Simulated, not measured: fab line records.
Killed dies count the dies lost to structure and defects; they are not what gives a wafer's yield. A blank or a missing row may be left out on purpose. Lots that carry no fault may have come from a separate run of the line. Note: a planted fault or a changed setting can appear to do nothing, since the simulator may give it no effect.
Matching of chambers ; flow sfq line ; SFQ_TRILAYER_I7_VIA_ETCH_VIA_ETCH_190 on rie diel-03 has 4 sister chambers
The step etches SiO2 in CHF3, stops on Nb, target depth 260 nm. 14 wafers are shown with their chamber, then 6 later ones without.

## WAFERS, EACH WITH ITS CHAMBER
wafer;chamber;bias w (W);oes product au (a.u.)
L236.1;1;79.95;0.851
L236.2;2;79.89;0.856
L236.5;2;79.80;0.857
L238.1;1;79.88;0.855
L238.5;1;79.82;0.847
L238.6;0;80.08;0.860
L239.2;2;79.98;0.841
L239.3;0;79.59;0.852
L239.6;1;80.11;0.850
L248.1;3;80.26;0.842
L248.2;1;79.96;0.852
L248.4;2;79.84;0.853
L250.1;1;80.10;0.862
L250.6;1;80.10;0.853

SIGNATURES (averages over the wafers above)
reading;chamber 0;chamber 1;chamber 2;chamber 3;scatter within a chamber
bias w;79.8350;79.9886;79.8775;80.2600;0.148
oes product au;0.85600;0.85286;0.85175;0.84200;0.00574
Rule: distance of a wafer from a chamber = root of the sum over the readings of ((wafer's reading minus chamber's mean) / reading's scatter) squared. If the next closest chamber is less than 2 further off than the closest, the wafer can't be placed; otherwise it belongs to the closest. The scatter: the root of (the sum of the squares of (reading less its chamber's mean) over the shown wafers, divided by (wafers less chambers)).

## WAFERS WITHOUT THEIR CHAMBER
wafer;bias w (W);oes product au (a.u.)
L257.2;79.96;0.851
L257.3;79.98;0.854
L257.4;80.28;0.853
L259.1;79.83;0.855
L259.4;80.33;0.863
L259.6;79.86;0.855

## EACH ONE'S CHAMBER
wafer;from the rows above;in truth
L257.2;can't be placed: 1 or 2 or 0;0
L257.3;can't be placed: 1 or 2 or 0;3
L257.4;can't be placed: 3 or 1 or 2 or 0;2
L259.1;can't be placed: 0 or 2 or 1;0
L259.4;can't be placed: 1 or 0 or 2 or 3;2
L259.6;can't be placed: 0 or 2 or 1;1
Placed correctly: 0 of 6. Can't be placed from these rows: 6 (the true chamber is among the candidates in 5). Number placed wrongly: 0.
